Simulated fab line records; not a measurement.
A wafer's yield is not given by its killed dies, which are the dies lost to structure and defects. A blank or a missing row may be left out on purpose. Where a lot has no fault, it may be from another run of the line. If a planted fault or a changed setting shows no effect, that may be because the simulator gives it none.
Matching of chambers    flow sky130    pecvd-04 running SKY_CONTACT_CVD_00: 3 sister chambers
The step deposits Si3N4, target thk 75 nm. 16 wafers are shown with their chamber, then 8 later ones without.

WAFERS PAIRED WITH THEIR CHAMBERS
wafer   chamber  heater power w (W)  susceptor temp C (C)
L075.1  0        749                 399.79
L075.2  2        786                 399.70
L075.3  1        792                 399.88
L079.2  1        685                 400.02
L079.3  0        881                 400.04
L079.5  2        750                 399.87
L081.1  2        688                 400.13
L081.2  0        779                 400.20
L081.6  1        672                 399.80
L083.1  0        821                 399.54
L083.4  2        805                 400.16
L083.6  0        801                 399.82
L084.1  2        825                 400.25
L084.2  0        890                 399.95
L084.6  0        885                 400.31
L091.2  0        879                 400.08

SIGNATURES, as means of the wafers listed above
reading           chamber 0  chamber 1  chamber 2  scatter within a chamber
heater power w    835.62     716.33     770.80     56.7
susceptor temp C  399.9663   399.9000   400.0220   0.225
Rule: a wafer's distance from a chamber is the root of the sum, over the readings, of the square of ((its reading less the chamber's mean) divided by the reading's scatter). The wafer belongs to the nearest chamber; if the next one is less than 2 further off, it can't be placed. How the scatter is found: for the shown wafers, subtract from each reading the mean of its chamber, square and add these, divide the total by (wafers less chambers), then take the root.

WAFERS WITHOUT THEIR CHAMBER
wafer   heater power w (W)  susceptor temp C (C)
L091.5  884                 400.20
L091.6  787                 400.26
L095.3  802                 399.81
L095.5  742                 399.83
L095.6  802                 400.41
L097.2  826                 400.17
L097.4  710                 399.86
L097.6  669                 399.70

THE CHAMBER EACH PASSED THROUGH
wafer   from the rows above           in truth
L091.5  can't be placed: 0 or 2 or 1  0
L091.6  can't be placed: 2 or 0 or 1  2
L095.3  can't be placed: 0 or 2 or 1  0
L095.5  can't be placed: 1 or 2 or 0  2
L095.6  can't be placed: 2 or 0 or 1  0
L097.2  can't be placed: 0 or 2 or 1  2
L097.4  can't be placed: 1 or 2       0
L097.6  can't be placed: 1 or 2 or 0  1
Placed correctly: 0 of 8. Can't be placed from these rows: 8 (the true chamber is among the candidates in 7). 0 placed wrongly.
